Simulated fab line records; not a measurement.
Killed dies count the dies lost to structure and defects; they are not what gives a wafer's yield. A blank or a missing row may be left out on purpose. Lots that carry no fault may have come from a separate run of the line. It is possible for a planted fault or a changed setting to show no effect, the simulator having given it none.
A single fault, viewed from 2 desks    flow gf180mcu    each desk holds nothing but its own numbers, with what lay behind them at the end

== TOOL OWNER'S DESK, rie-si-02 ==
The tool's own readings at GF_POLY_GATE_ETCH_13 (etches poly-Si in HBr/Cl2, stops on SiO2, target depth 198.5 nm, time 69.6 s): means of the sampled wafers that have a number, for each lot that ran on this tool. If a lot's mean is further than 4 standard deviations from the usual mean, the lot is out of limits and carries the mark OUT (the distance appears in the brackets).
Columns: A = HBr_flow_sccm at GF_POLY_GATE_ETCH_13, usual 150.1 sccm; B = bias-w at GF_POLY_GATE_ETCH_13, usual 99.94 W; C = drypump-motor-current-A at GF_POLY_GATE_ETCH_13, usual 5.7 A; D = oes-product-au at GF_POLY_GATE_ETCH_13, usual 0.982 a.u.; E = throttle-valve-pct at GF_POLY_GATE_ETCH_13, usual 33.684 %
lot   first seen here  A      B       C    D      E
L125  day 9 10:59      150.3  99.87   6.4  0.982  33.676
L127  day 9 22:46      149.9  100.02  5.4  0.989  33.685
L139  day 13 08:47     150.4  100.02  6.2  0.975  33.693
L140  day 13 14:25     149.8  99.95   6.0  0.985  33.694
L145  day 15 03:07     150.0  99.85   6.0  0.984  33.687
L148  day 16 02:08     150.2  99.94   6.0  0.992  33.689
This desk's finding: nothing out of limits on any of the 6 lots.

== THE METROLOGY DESK ==
Lot by lot, what the gauges showed, no matter which tool ran the lot: averages of those sampled wafers that carry a number. If a lot's mean is further than 4 standard deviations from the usual mean, the lot is out of limits and carries the mark OUT (the distance appears in the brackets).
Columns: A = VT_IMPLANT_2_TW at GF_VT_IMPLANT_TW_MEAS_21, usual 1209; B = VT_IMPLANT_3_TW at GF_VT_IMPLANT_TW_MEAS_32, usual 267.7
lot   first seen here  A     B
L125  day 6 06:37      1206  267.0
L127  day 6 20:26      1205  266.3
L129  day 7 08:21      1211  268.6
L130  day 7 13:22      1204  268.9
L139  day 9 23:17      1214  269.5
L140  day 10 05:05     1216  266.3
L141  day 10 10:36     1207  265.9
L143  day 10 22:39     1209  265.8
L144  day 11 06:32     1202  267.8
L145  day 11 12:21     1192  268.4
L146  day 11 17:49     1200  266.4
L147  day 12 00:47     1205  268.5
L148  day 12 07:19     1207  267.9
This desk's finding: nothing out of limits on any of the 13 lots.

== ALL TOGETHER ==
Nothing out of limits was seen by the tool owner's desk.
The metrology desk saw nothing out of limits.

== WHAT WAS PUT IN BY THE SIMULATOR ==
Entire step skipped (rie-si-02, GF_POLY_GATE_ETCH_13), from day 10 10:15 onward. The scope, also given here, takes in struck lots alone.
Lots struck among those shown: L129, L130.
